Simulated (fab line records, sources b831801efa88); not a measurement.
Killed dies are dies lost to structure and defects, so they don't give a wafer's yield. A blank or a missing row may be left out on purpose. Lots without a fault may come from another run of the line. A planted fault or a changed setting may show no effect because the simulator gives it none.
One fault seen from 2 desks | flow sfq_line | each desk has only its own numbers; what lay behind them comes last

THE TOOL OWNER'S DESK: pvd_sputter-06
The tool's own readings at SFQ_TRILAYER_L0_DEP_SPUTTER_003 (material MoNx KI, target thk 40 nm, time 102.5 s): means of the sampled wafers that have a number, for each lot that ran on this tool. A lot is out of limits, marked OUT, if its mean lies more than 4 standard deviations from the usual mean; the brackets give that distance.
Columns: A = throttle_valve_pct at SFQ_TRILAYER_L0_DEP_SPUTTER_003, usual 30.1 %
lot  | first seen here | A
L581 | day 1 17:29     | 29.9
L586 | day 2 18:29     | 29.1
L587 | day 2 23:29     | 29.7
L594 | day 4 10:29     | 29.4
L597 | day 5 01:29     | 29.4
This desk's finding: nothing out of limits on any of the 5 lots.

THE METROLOGY DESK
What the gauges read, lot by lot, whatever tool the lot ran on: means of the sampled wafers that have a number. A lot is out of limits, marked OUT, if its mean lies more than 4 standard deviations from the usual mean; the brackets give that distance.
Columns: A = L0_MONX_KI_RS at SFQ_L0_RS_MEAS_901, usual 42.5 ohm/sq; B = L0_MONX_KI_THK at SFQ_L0_THK_MEAS_902, usual 41.3 nm
lot  | first seen here | A               | B
L581 | day 1 17:35     | 42.7            | 41.1
L582 | day 1 22:34     | 41.9            | 42.0
L583 | day 2 03:35     | 43.0            | 40.6
L585 | day 2 13:34     | 42.2            | 41.5
L586 | day 2 18:35     | 42.9            | 41.0
L587 | day 2 23:37     | 42.2            | 41.4
L588 | day 3 04:36     | 43.0            | 40.9
L592 | day 4 00:35     | 42.3            | 41.5
L593 | day 4 05:40     | 42.7            | 41.2
L594 | day 4 10:34     | 44.3 (+4.4) OUT | 40.1
L597 | day 5 01:36     | 45.0 (+5.9) OUT | 39.7
L601 | day 5 21:34     | 42.3            | 41.3
L602 | day 6 02:34     | 42.9            | 40.7
L603 | day 6 07:34     | 42.4            | 41.1
This desk's finding: out of limits on L594, L597; first on L594, day 4 10:34 (L0_MONX_KI_RS at SFQ_L0_RS_MEAS_901). In limits: L581, L582, L583, L585, L586, L587, L588, L592, L593, L601, L602, L603.

PUT TOGETHER
The metrology desk could have raised an alarm at day 4 10:34, on L594, L597.
The tool owner's desk saw nothing out of limits.
The tool owner's desk has L594, L597 on record, within its limits.
Of the lots named, all ran SFQ_TRILAYER_L0_DEP_SPUTTER_003 on pvd_sputter-06.

WHAT THE SIMULATOR HAD PUT IN
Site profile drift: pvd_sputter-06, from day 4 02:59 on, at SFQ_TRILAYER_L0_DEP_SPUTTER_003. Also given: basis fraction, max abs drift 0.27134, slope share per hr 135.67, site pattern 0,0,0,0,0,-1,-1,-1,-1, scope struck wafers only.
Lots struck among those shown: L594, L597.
Hours from the fault's start to each desk's first reading out of limits: the metrology desk, 8.
